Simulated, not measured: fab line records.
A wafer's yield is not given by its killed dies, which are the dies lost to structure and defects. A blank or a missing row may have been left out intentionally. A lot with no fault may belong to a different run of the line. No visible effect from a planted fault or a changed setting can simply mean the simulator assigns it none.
fab line records    flow gf180mcu
[record] lots = 14  wafers = 42  lastDay = 34
route steps=602 shown MVPSD@88 VT_IMPLANT@130 NSD@241 M2@362
lots untouched by any fault: they come from a run of this same line in which no faults occurred
startH: hours from the record's first day to the start of the lot's first wafer shown    waitH: time in hours since the lot's previous step    " unchanged from the row above    L1.1+2: several wafers, shown together as one row    - no value, or no start was given    * or withheld: withheld    < > ~ a bound
route shown NAME@n: NAME is a module with steps in the file, n the number in the route of the first one    usual: average and standard deviation across the fault-free wafers    same: alike in all rows    chamber/n: place in a boat    sites: the reading at each site    _std_site: the values' standard deviation    _edge_site: outer sites' mean less inner sites'    radiusMm: for every site, how far away it sits from the centre of the wafer    mask NAME#n: copy n    behind: tool/chamber where the wafer was last shaped    hold: why the lot was held/for how many hours/how that ended    device: whichever transistor did not switch (one of n, p or np)    end of line: the tests these same wafers got at the end of their route    step lacking rows: just its recipe    killed: the dies lost at the first sort to structure and to defects; this is not the yield of the wafer    map: the dies of a wafer, with x for killed, . for not killed, _ for no die there
set.NAME: the setting that was run; set.NAME@STEP: the one run at that earlier step    model.NAME: the simulator's own value behind a step, which no gauge read
the route's steps for a sample of lots (tables are steps, rows are wafers)
services: from which hour (startH, from the record's first day; less than 0 if before it) a tool's chamber was out of use, for how many hours, and why
[[steps]]
[step GF_MVPSD_STRIP_10]
[recipe] chemistry = O2/N2  powerW = 1400  pressureMtorr = 1500  platenTempC = 250  o2FlowSccm = 3000  n2FlowSccm = 300  overashFraction = 0.5
[usual] drypumpMotorCurrentA = 5.8/0.34  heaterPowerW = 321/39  oesProductAu = 0.722/0.0046  platenTempC = 250.00/0.17  stripTimeToEndpointS = 36.97/0.11
lot.wafer  tool            chamber  startH  waitH  drypumpMotorCurrentA  heaterPowerW  oesProductAu  platenTempC  rfHoursCounterH  stripTimeToEndpointS
L310.1     plasmaAsher-01  1        110.17  0.1    5.6                   364           0.718         249.92       30               36.94
L310.2     "               0        "       "      5.9                   319           0.726         249.73       30               37.06
L310.5     "               0        "       "      5.9                   333           0.716         249.76       -                37.03
L311.2     plasmaAsher-01  1        115.77  0.1    5.5                   368           0.723         250.02       31               36.74
L311.3     "               1        "       "      5.6                   360           0.722         250.05       -                36.82
L311.5     "               1        "       "      5.6                   366           0.727         250.02       -                36.89
L312.1     plasmaAsher-01  0        122.12  0.1    5.9                   326           0.722         250.14       31               37.02
L312.4     "               0        "       "      5.9                   327           0.716         250.11       -                37.00
L312.5     "               1        "       "      5.6                   365           0.727         250.34       -                36.99
L313.3     plasmaAsher-03  1        128.66  0.1    6.0                   299           0.727         250.34       -                37.14
L313.4     "               0        "       "      5.1                   359           0.721         249.92       -                37.00
L313.6     "               1        "       "      6.0                   304           0.734         250.16       -                37.14
L314.1     plasmaAsher-04  0        132.17  0.1    6.2                   238           0.720         249.84       50               36.87
L314.3     "               1        "       "      5.7                   318           0.722         249.92       -                36.87
L314.5     "               1        "       "      5.7                   325           0.731         250.03       -                36.87
L316.2     plasmaAsher-04  1        144.22  0.1    5.7                   322           0.717         249.91       51               36.88
L316.3     "               0        "       "      6.2                   246           0.721         250.05       -                36.82
L316.4     "               1        "       "      5.7                   316           0.725         249.83       -                36.98
L319.2     plasmaAsher-03  1        162.21  0.1    6.0                   295           0.724         250.04       5                37.01
L319.3     "               1        "       "      6.0                   303           0.726         250.35       -                36.98
L319.4     "               0        "       "      5.2                   359           0.728         249.94       -                37.12
L320.2     plasmaAsher-03  0        166.02  0.1    5.1                   356           0.725         249.99       5                36.89
L320.5     "               1        "       "      6.0                   298           0.722         250.24       -                36.87
L320.6     "               0        "       "      5.1                   356           0.722         249.88       -                36.91
L321.3     plasmaAsher-04  0        175.26  0.1    6.2                   249           0.720         249.99       -                36.95
L321.5     "               0        "       "      6.2                   241           0.716         249.94       -                36.95
L321.6     "               1        "       "      5.7                   328           0.724         250.22       -                36.90
L322.1     plasmaAsher-04  0        180.76  0.1    6.3                   240           0.721         250.01       55               36.99
L322.2     "               1        "       "      5.7                   318           0.719         249.72       55               36.99
L322.5     "               1        "       "      5.7                   325           0.729         249.98       -                37.05
L324.2     plasmaAsher-01  0        194.02  0.1    5.9                   320           0.719         249.99       39               37.10
L324.4     "               1        "       "      5.6                   364           0.722         249.89       -                37.10
L324.5     "               1        "       "      5.6                   372           0.726         249.87       -                37.00
L326.1     plasmaAsher-01  0        202.97  0.1    5.9                   327           0.725         249.82       40               36.80
L326.2     "               1        "       "      5.6                   362           0.721         249.95       40               36.80
L326.5     "               0        "       "      5.9                   319           0.732         249.80       -                36.77
L327.1     plasmaAsher-04  0        208.87  0.1    6.2                   237           0.722         250.00       58               36.84
L327.3     "               0        "       "      6.2                   238           0.720         250.02       -                36.99
L327.4     "               1        "       "      5.7                   317           0.726         250.38       -                36.93
L331.1     plasmaAsher-04  1        233.02  0.1    5.7                   314           0.729         250.14       60               37.08
L331.3     "               1        "       "      5.8                   327           0.717         249.89       -                37.01
L331.6     "               0        "       "      6.2                   240           0.727         249.77       -                37.05
[step GF_VT_IMPLANT_OVL_MEAS_40]
[usual] VT_IMPLANT_03_OVL = 0.1/1.3
lot.wafer  tool        chamber  startH  waitH  VT_IMPLANT_03_OVL[nm]
L310.1     overlay-01  -        171.42  0.1    -2.2
L310.2     "           -        "       "      -1.5
L310.5     "           -        "       "      -2.2
L311.2     overlay-01  -        178.48  0.1    -2.9
L311.3     "           -        "       "      -1.9
L311.5     "           -        "       "      0.7
L312.1     overlay-02  -        185.43  0.1    -3.6
L312.4     "           -        "       "      0.6
L312.5     "           -        "       "      1.2
L313.3     overlay-01  -        192.19  0.1    -0.4
L313.4     "           -        "       "      -0.5
L313.6     "           -        "       "      1.5
L314.1     overlay-02  -        195.18  0.1    2.6
L314.3     "           -        "       "      1.5
L314.5     "           -        "       "      -0.9
L316.2     overlay-02  -        208.84  0.1    0.4
L316.3     "           -        "       "      0.0
L316.4     "           -        "       "      -0.8
L319.2     overlay-01  -        230.38  0.1    0.1
L319.3     "           -        "       "      0.0
L319.4     "           -        "       "      -0.3
L320.2     overlay-01  -        233.79  0.1    1.5
L320.5     "           -        "       "      0.3
L320.6     "           -        "       "      0.9
L321.3     overlay-02  -        244.88  0.1    -2.6
L321.5     "           -        "       "      -0.4
L321.6     "           -        "       "      0.3
L322.1     overlay-02  -        250.23  0.1    1.2
L322.2     "           -        "       "      1.7
L322.5     "           -        "       "      2.3
L324.2     overlay-01  -        265.63  0.1    -1.4
L324.4     "           -        "       "      0.1
L324.5     "           -        "       "      -1.8
L326.1     overlay-02  -        275.38  0.1    0.4
L326.2     "           -        "       "      0.1
L326.5     "           -        "       "      1.3
L327.1     overlay-02  -        282.58  0.1    1.9
L327.3     "           -        "       "      1.8
L327.4     "           -        "       "      2.4
L331.1     overlay-01  -        309.48  0.1    1.7
L331.3     "           -        "       "      -0.5
L331.6     "           -        "       "      -1.0
[step GF_NSD_DEVELOP_06]
[recipe] developTimeS = 60  devTempC = 23
lot.wafer   tool           chamber  startH  waitH
L310.1+2+5  lithoTrack-04  0        310.88  0.1
L311.2+3+5  lithoTrack-01  0        323.75  0.1
L312.1+4+5  lithoTrack-04  0        329.83  0.1
L313.3+4+6  lithoTrack-03  0        338.43  0.1
L314.1+3+5  lithoTrack-03  0        340.88  0.1
L316.2+3+4  lithoTrack-04  0        357.35  0.1
L319.2+3+4  lithoTrack-03  0        385.20  0.1
L320.2+5+6  lithoTrack-01  0        390.79  0.1
L321.3+5+6  lithoTrack-01  0        403.17  0.1
L322.1+2+5  lithoTrack-03  0        409.47  0.1
L324.2+4+5  lithoTrack-04  0        428.10  0.1
L326.1+2+5  lithoTrack-03  0        445.02  0.1
L327.1+3+4  lithoTrack-03  0        451.37  0.1
L331.1+3+6  lithoTrack-04  0        486.53  0.1
[step GF_NSD_CD_MEAS_07]
[recipe] targetCdNm = 400
[usual] cdNm = 399.9/2.1
lot.wafer  tool      chamber  startH  waitH  cdNm
L310.1     cdSem-02  -        311.03  0.1    403.4
L310.2     "         -        "       "      402.1
L310.5     "         -        "       "      404.7
L311.2     cdSem-01  -        323.89  0.1    398.0
L311.3     "         -        "       "      399.0
L311.5     "         -        "       "      399.3
L312.1     cdSem-01  -        329.98  0.1    397.1
L312.4     "         -        "       "      397.3
L312.5     "         -        "       "      395.5
L313.3     cdSem-02  -        338.57  0.1    399.4
L313.4     "         -        "       "      401.7
L313.6     "         -        "       "      402.2
L314.1     cdSem-01  -        341.03  0.1    399.0
L314.3     "         -        "       "      398.6
L314.5     "         -        "       "      398.0
L316.2     cdSem-02  -        357.51  0.1    401.2
L316.3     "         -        "       "      401.3
L316.4     "         -        "       "      401.2
L319.2     cdSem-02  -        385.34  0.1    398.3
L319.3     "         -        "       "      399.3
L319.4     "         -        "       "      399.8
L320.2     cdSem-02  -        390.94  0.1    400.4
L320.5     "         -        "       "      400.0
L320.6     "         -        "       "      399.5
L321.3     cdSem-01  -        403.31  0.1    400.4
L321.5     "         -        "       "      403.3
L321.6     "         -        "       "      400.8
L322.1     cdSem-01  -        409.69  0.2    403.9
L322.2     "         -        "       "      401.3
L322.5     "         -        "       "      401.1
L324.2     cdSem-02  -        428.25  0.1    401.3
L324.4     "         -        "       "      400.4
L324.5     "         -        "       "      398.5
L326.1     cdSem-02  -        445.17  0.1    -
L326.2     "         -        "       "      -
L326.5     "         -        "       "      -
L327.1     cdSem-02  -        451.52  0.1    -
L327.3     "         -        "       "      -
L327.4     "         -        "       "      -
L331.1     cdSem-02  -        486.68  0.1    400.6
L331.3     "         -        "       "      399.3
L331.6     "         -        "       "      400.4
[step GF_NSD_OVL_MEAS_08]
[usual] NSD_OVL = -0.4/1.4
lot.wafer  tool        chamber  startH  waitH  NSD_OVL[nm]
L310.1     overlay-01  -        311.15  0.1    0.7
L310.2     "           -        "       "      0.9
L310.5     "           -        "       "      0.0
L311.2     overlay-02  -        324.00  0.1    -0.6
L311.3     "           -        "       "      1.6
L311.5     "           -        "       "      1.6
L312.1     overlay-02  -        330.10  0.1    0.5
L312.4     "           -        "       "      0.8
L312.5     "           -        "       "      1.6
L313.3     overlay-01  -        338.66  0.1    -1.0
L313.4     "           -        "       "      -1.9
L313.6     "           -        "       "      -0.3
L314.1     overlay-01  -        341.15  0.1    -1.0
L314.3     "           -        "       "      -2.4
L314.5     "           -        "       "      -0.2
L316.2     overlay-01  -        357.62  0.1    0.5
L316.3     "           -        "       "      -1.2
L316.4     "           -        "       "      -0.2
L319.2     overlay-01  -        385.45  0.1    -1.9
L319.3     "           -        "       "      -2.5
L319.4     "           -        "       "      -1.2
L320.2     overlay-02  -        391.05  0.1    -0.4
L320.5     "           -        "       "      0.0
L320.6     "           -        "       "      -0.3
L321.3     overlay-01  -        403.40  0.1    -1.4
L321.5     "           -        "       "      -0.8
L321.6     "           -        "       "      -0.7
L322.1     overlay-02  -        409.81  0.1    -1.2
L322.2     "           -        "       "      0.2
L322.5     "           -        "       "      0.2
L324.2     overlay-01  -        428.35  0.1    -3.1
L324.4     "           -        "       "      -4.2
L324.5     "           -        "       "      -2.2
L326.1     overlay-01  -        445.29  0.1    -
L326.2     "           -        "       "      -
L326.5     "           -        "       "      -
L327.1     overlay-02  -        451.64  0.1    -
L327.3     "           -        "       "      -
L327.4     "           -        "       "      -
L331.1     overlay-01  -        486.80  0.1    0.2
L331.3     "           -        "       "      1.5
L331.6     "           -        "       "      0.7
[step GF_NSD_TW_MEAS_12]
[usual] NSD_TW = 4207/20
lot.wafer  tool          chamber  startH  waitH  NSD_TW
L310.1     filmMetro-01  -        311.58  0.1    4195
L310.2     "             -        "       "      4212
L310.5     "             -        "       "      4202
L311.2     filmMetro-02  -        324.44  0.1    4224
L311.3     "             -        "       "      4232
L311.5     "             -        "       "      4236
L312.1     filmMetro-04  -        330.53  0.1    4224
L312.4     "             -        "       "      4192
L312.5     "             -        "       "      4200
L313.3     filmMetro-01  -        339.10  0.1    4214
L313.4     "             -        "       "      4213
L313.6     "             -        "       "      4190
L314.1     filmMetro-02  -        341.58  0.1    4202
L314.3     "             -        "       "      4204
L314.5     "             -        "       "      4227
L316.2     filmMetro-04  -        358.06  0.1    4193
L316.3     "             -        "       "      4196
L316.4     "             -        "       "      4200
L319.2     filmMetro-02  -        385.89  0.1    4174
L319.3     "             -        "       "      4166
L319.4     "             -        "       "      4194
L320.2     filmMetro-02  -        391.49  0.1    4204
L320.5     "             -        "       "      4201
L320.6     "             -        "       "      4205
L321.3     filmMetro-04  -        403.85  0.1    4172
L321.5     "             -        "       "      4193
L321.6     "             -        "       "      4215
L322.1     filmMetro-04  -        410.25  0.1    4201
L322.2     "             -        "       "      4216
L322.5     "             -        "       "      4209
L324.2     filmMetro-04  -        428.79  0.1    4222
L324.4     "             -        "       "      4216
L324.5     "             -        "       "      4221
L326.1     filmMetro-02  -        445.73  0.1    30
L326.2     "             -        "       "      30
L326.5     "             -        "       "      30
L327.1     filmMetro-02  -        452.08  0.1    30
L327.3     "             -        "       "      30
L327.4     "             -        "       "      30
L331.1     filmMetro-04  -        487.23  0.1    4185
L331.3     "             -        "       "      4199
L331.6     "             -        "       "      4183
[step GF_M2_SPUTTER_00]
[recipe] material = Ti  targetThkNm = 37.5  arrivingIonEnergyEv = 80  substrateTempC = 200  chamberPressurePa = 2  powerW = 4000  timeS = 150
[usual] throttleValvePct = 30.0/0.93
lot.wafer  tool           chamber  startH  waitH  throttleValvePct
L310.1     pvdSputter-01  -        427.18  0.1    30.2
L310.2     "              -        "       "      29.8
L310.5     "              -        "       "      30.2
L311.2     pvdSputter-01  -        442.44  0.1    30.1
L311.3     "              -        "       "      31.0
L311.5     "              -        "       "      31.3
L312.1     pvdSputter-02  -        450.23  0.1    30.2
L312.4     "              -        "       "      31.9
L312.5     "              -        "       "      29.0
L313.3     pvdSputter-03  -        460.18  0.1    29.4
L313.4     "              -        "       "      29.8
L313.6     "              -        "       "      30.6
L314.1     pvdSputter-02  -        462.42  0.2    29.3
L314.3     "              -        "       "      29.1
L314.5     "              -        "       "      29.0
L316.2     pvdSputter-03  -        482.25  0.2    29.4
L316.3     "              -        "       "      30.7
L316.4     "              -        "       "      29.5
L319.2     pvdSputter-03  -        510.27  0.2    31.1
L319.3     "              -        "       "      29.7
L319.4     "              -        "       "      29.8
L320.2     pvdSputter-01  -        517.08  0.2    31.3
L320.5     "              -        "       "      29.7
L320.6     "              -        "       "      29.9
L321.3     pvdSputter-03  -        530.14  0.2    29.4
L321.5     "              -        "       "      29.8
L321.6     "              -        "       "      30.4
L322.1     pvdSputter-02  -        536.25  0.2    30.2
L322.2     "              -        "       "      29.3
L322.5     "              -        "       "      31.5
L324.2     pvdSputter-03  -        552.64  0.2    29.4
L324.4     "              -        "       "      30.7
L324.5     "              -        "       "      29.6
L326.1     pvdSputter-03  -        568.01  0.1    30.4
L326.2     "              -        "       "      29.6
L326.5     "              -        "       "      29.5
L327.1     pvdSputter-02  -        574.53  0.2    29.3
L327.3     "              -        "       "      31.8
L327.4     "              -        "       "      30.4
L331.1     pvdSputter-02  -        605.99  0.1    29.2
L331.3     "              -        "       "      31.7
L331.6     "              -        "       "      30.1
[[services]]
tool            chamber  startH  hours  kind
plasmaAsher-03  -        108.75  9.0    pm
pvdSputter-01   -        112.96  2.4    repair
plasmaAsher-04  -        156.39  1.5    repair
pvdSputter-02   -        174.16  38.2   repair
plasmaAsher-03  -        235.64  0.9    repair
pvdSputter-02   -        238.78  34.9   repair
plasmaAsher-01  -        255.45  1.1    repair
plasmaAsher-01  -        256.44  1.5    repair
pvdSputter-02   -        270.85  3.1    repair
pvdSputter-03   -        284.50  2.5    repair
plasmaAsher-04  -        303.38  2.0    repair
pvdSputter-02   -        305.62  1.0    repair
plasmaAsher-03  -        307.79  0.6    repair
pvdSputter-01   -        318.17  1.7    repair
plasmaAsher-01  -        361.93  2.8    pm
pvdSputter-02   -        391.91  7.3    repair
plasmaAsher-01  -        438.98  3.6    repair
plasmaAsher-01  -        442.15  6.5    repair
pvdSputter-03   -        504.02  0.9    repair
plasmaAsher-04  -        508.74  2.8    pm
pvdSputter-01   -        535.85  1.7    repair
pvdSputter-01   -        538.07  1.2    repair
pvdSputter-01   -        548.95  46.6   repair
plasmaAsher-04  -        560.62  1.3    repair
[[key]]
[firstSign] step = GF_NSD_CD_MEAS_07  reading = cdNm  direction = missing
[effect] step = GF_NSD_OVL_MEAS_08  reading = NSD_OVL  direction = missing
[effect] step = GF_NSD_TW_MEAS_12  reading = NSD_TW  direction = down  sigmas = 99+  usual = 4207  struck = 30
metAt GF_NSD_DEVELOP_06
struckLots L326,L327
sortLeftOut L326.1,L326.2,L326.5,L327.1,L327.3,L327.4
testerLeftOut L326,L327
notActingAt GF_MVPSD_STRIP_10,GF_VT_IMPLANT_OVL_MEAS_40,GF_M2_SPUTTER_00
onsetBetween 409.47 445.02
[fault] kind = processParameterDrift  tool = lithoTrack-03  chamber = -  onsetH = 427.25  steps = GF_NSD_DEVELOP_06  channel = developTimeS  offset = *  shape = step  endH = 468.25  actsIn = *  stated = *
// testerLeftOut: of these lots the tester's yield and bins aren't shown, on N5 and GAA mostly nor the transistor test; their killed dies are dies lost to structure and defects alone, not to doping, threshold or leakage, so they don't give the yield
// sortLeftOut: the simulated sort isn't trusted on such a fault, so these wafers' sort isn't shown, and their yield isn't known
